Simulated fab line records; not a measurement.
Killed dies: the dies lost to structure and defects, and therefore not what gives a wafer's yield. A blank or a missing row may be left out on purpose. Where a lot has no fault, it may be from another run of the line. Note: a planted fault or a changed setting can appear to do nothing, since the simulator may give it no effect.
Which of the tools did it? | flow sky130 | 13 lots, 39 wafers sampled, at 4 steps of a route of 708

## WHAT EACH GAUGE READ, for each wafer
SKY_LDD_HVN_OVL_MEAS_07. Usual: LDD_HVN_OVL typically reads 1.0 nm, with standard deviation 1.7.
lot  | measured     | on         | LDD_HVN_OVL (nm) | flag
L761 | day 20 18:50 | overlay-02 | 2.5 0.2 1.1      |
L762 | day 21 14:46 | overlay-02 | 1.6 2.3 2.1      |
L764 | day 22 01:06 | overlay-01 | 2.7 0.4 -0.2     |
L765 | day 22 18:56 | overlay-02 | 0.8 0.9 1.4      |
L767 | day 23 14:32 | overlay-02 | 0.4 0.3 2.9      |
L768 | day 23 17:41 | overlay-01 | -0.1 -0.6 -0.5   |
L769 | day 24 05:42 | overlay-02 | -0.9 -0.9 -2.1   |
L771 | day 25 08:34 | overlay-02 | 1.0 3.3 2.8      |
L779 | day 27 03:32 | overlay-02 | -0.1 0.3 -2.3    |
L781 | day 27 18:33 | overlay-02 | 2.7 -0.8 -0.3    |
L783 | day 27 21:41 | overlay-02 | 2.8 0.6 -0.9     |
L782 | day 27 23:40 | overlay-01 | 2.2 3.6 3.7      |
L784 | day 28 17:22 | overlay-01 | 1.0 -0.2 1.0     |

SKY_LDD_LDN_TW_MEAS_13. Usual: LDD_LDN_TW typically reads 1460, with standard deviation 6.4.
lot  | measured     | on            | LDD_LDN_TW     | flag
L761 | day 23 08:24 | film_metro-04 | 1467 1467 1465 |
L762 | day 24 03:21 | film_metro-02 | 1451 1452 1459 |
L764 | day 24 13:29 | film_metro-03 | 1461 1461 1460 |
L765 | day 25 07:25 | film_metro-02 | 1464 1455 1457 |
L767 | day 26 02:43 | film_metro-02 | 1456 1448 1450 |
L768 | day 26 05:40 | film_metro-04 | 1463 1465 1464 |
L769 | day 26 17:06 | film_metro-03 | 1454 1453 1455 |
L771 | day 27 19:56 | film_metro-04 | 1472 1468 1465 |
L779 | day 29 14:13 | film_metro-02 | 1446 1460 1450 |
L781 | day 30 03:33 | film_metro-04 | 1470 1472 1465 |
L783 | day 30 06:49 | film_metro-04 | 1464 1462 1461 |
L782 | day 30 09:21 | film_metro-04 | 1468 1464 1466 |
L784 | day 31 01:12 | film_metro-03 | 1460 1459 1461 |

SKY_SD_P_OVL_MEAS_08. Usual: SD_P_OVL typically reads -0.1 nm, with standard deviation 1.3.
lot  | measured     | on         | SD_P_OVL (nm)  | flag
L761 | day 25 21:47 | overlay-01 | -1.4 1.3 0.1   |
L762 | day 26 15:21 | overlay-01 | -2.3 -2.5 0.0  |
L764 | day 27 03:22 | overlay-01 | -1.0 -2.1 -3.6 |
L765 | day 27 19:23 | overlay-01 | 0.9 -1.7 -1.1  |
L767 | day 28 15:01 | overlay-02 | -0.1 0.3 -0.1  |
L768 | day 28 17:28 | overlay-02 | 1.6 -0.6 1.1   |
L769 | day 29 05:04 | overlay-01 | -2.4 0.2 -0.3  |
L771 | day 30 05:35 | overlay-02 | -0.9 -1.1 -0.8 |
L779 | day 32 00:39 | overlay-02 | 1.0 -0.2 2.2   |
L781 | day 32 12:09 | overlay-01 | -0.3 -0.8 1.1  |
L783 | day 32 15:34 | overlay-01 | -0.1 -1.0 -0.4 |
L782 | day 32 19:00 | overlay-01 | -0.1 0.5 -2.1  |
L784 | day 33 10:29 | overlay-02 | -0.9 -1.9 -1.7 |

## TOOL THAT RAN EACH LOT (tool first, then ch and the chambers of the sampled wafers, then the start)
lot  | SKY_POLY_CUT_ETCH_10
L761 | rie_diel-01 ch 1,2,3, day 24 15:47
L762 | rie_diel-01 ch 0,1,3, day 25 10:38
L764 | rie_diel-04 ch 0,1, day 25 22:02
L765 | rie_diel-01 ch 0,1,3, day 26 14:07
L767 | rie_diel-01 ch 0,3, day 27 11:01
L768 | rie_diel-02 ch 1,2, day 27 12:55
L769 | rie_diel-01 ch 0,1,2, day 28 00:25
L771 | rie_diel-01 ch 0,3, day 29 01:35
L779 | rie_diel-02 ch 0,2,3, day 30 21:04
L781 | rie_diel-02 ch 0,1,3, day 31 08:31
L783 | rie_diel-02 ch 0,2, day 31 12:44
L782 | rie_diel-02 ch 0,2,3, day 31 15:35
L784 | rie_diel-01 ch 0,3, day 32 06:02
- SKY_POLY_CUT_ETCH_10: etches BARC in N2/H2, stops on SiO2, time 45.9 s, target depth 60 nm.

## AS READ BY THE TOOLS THEMSELVES (means over the sampled wafers that have a number; for cases with no such wafer, the mark the record gives instead)
SKY_POLY_CUT_ETCH_10. Usual: drypump_motor_current_A 5.7 A, standard deviation 0.61; h2_flow_sccm 200.1 sccm, standard deviation 0.59; n2_flow_sccm 100.0 sccm, standard deviation 0.31; oes_product_au 0.855 a.u., standard deviation 0.005; run_length_s 74.3 s, standard deviation 0.58; throttle_valve_pct 13.225 %, standard deviation 0.0085.
lot  | tool        | drypump_motor_current_A (A) | h2_flow_sccm (sccm) | n2_flow_sccm (sccm) | oes_product_au (a.u.) | run_length_s (s) | throttle_valve_pct (%) | flag
L761 | rie_diel-01 | 5.6                         | 200.8               | 99.8                | 0.853                 | 74.5             | 13.229                 |
L762 | rie_diel-01 | 5.2                         | 200.2               | 100.2               | 0.859                 | 74.3             | 13.227                 |
L764 | rie_diel-04 | 5.7                         | 200.4               | 99.9                | 0.848                 | 74.0             | 13.232                 |
L765 | rie_diel-01 | 5.2                         | 199.7               | 100.0               | 0.853                 | 74.3             | 13.224                 |
L767 | rie_diel-01 | 5.3                         | 200.1               | 99.5                | 0.857                 | 74.0             | 13.226                 |
L768 | rie_diel-02 | 5.6                         | 200.7               | 99.7                | 0.856                 | 74.3             | 13.225                 |
L769 | rie_diel-01 | 5.7                         | 200.1               | 100.0               | 0.887                 | 72.8             | 13.219                 | OFF
L771 | rie_diel-01 | 5.3                         | 200.3               | 99.7                | 0.870                 | 73.2             | 13.217                 | OFF
L779 | rie_diel-02 | 5.8                         | 200.1               | 99.8                | 0.854                 | 74.8             | 13.222                 |
L781 | rie_diel-02 | 6.0                         | 200.1               | 99.9                | 0.858                 | 74.2             | 13.231                 |
L783 | rie_diel-02 | 5.5                         | 199.7               | 99.9                | 0.860                 | 74.6             | 13.221                 |
L782 | rie_diel-02 | 5.8                         | 200.1               | 100.1               | 0.855                 | 74.4             | 13.230                 |
L784 | rie_diel-01 | 5.4                         | 199.6               | 99.8                | 0.852                 | 74.0             | 13.225                 |

## THE ANSWER, worked out from the rows above alone
Rule: take the mean of a lot's wafers that have a number; if it is more than 3 standard deviations from the usual mean, the lot is off. A lot without any number at a reading at which 4 lots or more have one is off too. The other lots that the step has rows for count as sound. After the gauges, taken in route order, come the tools' own readings; for these a lot's mean is taken, as printed above. At the first step where some lot is off, the reading lying furthest off is the one used; lots without a number count as furthest.
Off: L769, L771 (SKY_POLY_CUT_ETCH_10, oes_product_au).
If a tool, at that step or one of the process steps before it, ran each lot that is off and ran no sound lot following the first of them, it fits. Not one of the candidates tried fits.

## WHAT THE SIMULATOR PUT IN
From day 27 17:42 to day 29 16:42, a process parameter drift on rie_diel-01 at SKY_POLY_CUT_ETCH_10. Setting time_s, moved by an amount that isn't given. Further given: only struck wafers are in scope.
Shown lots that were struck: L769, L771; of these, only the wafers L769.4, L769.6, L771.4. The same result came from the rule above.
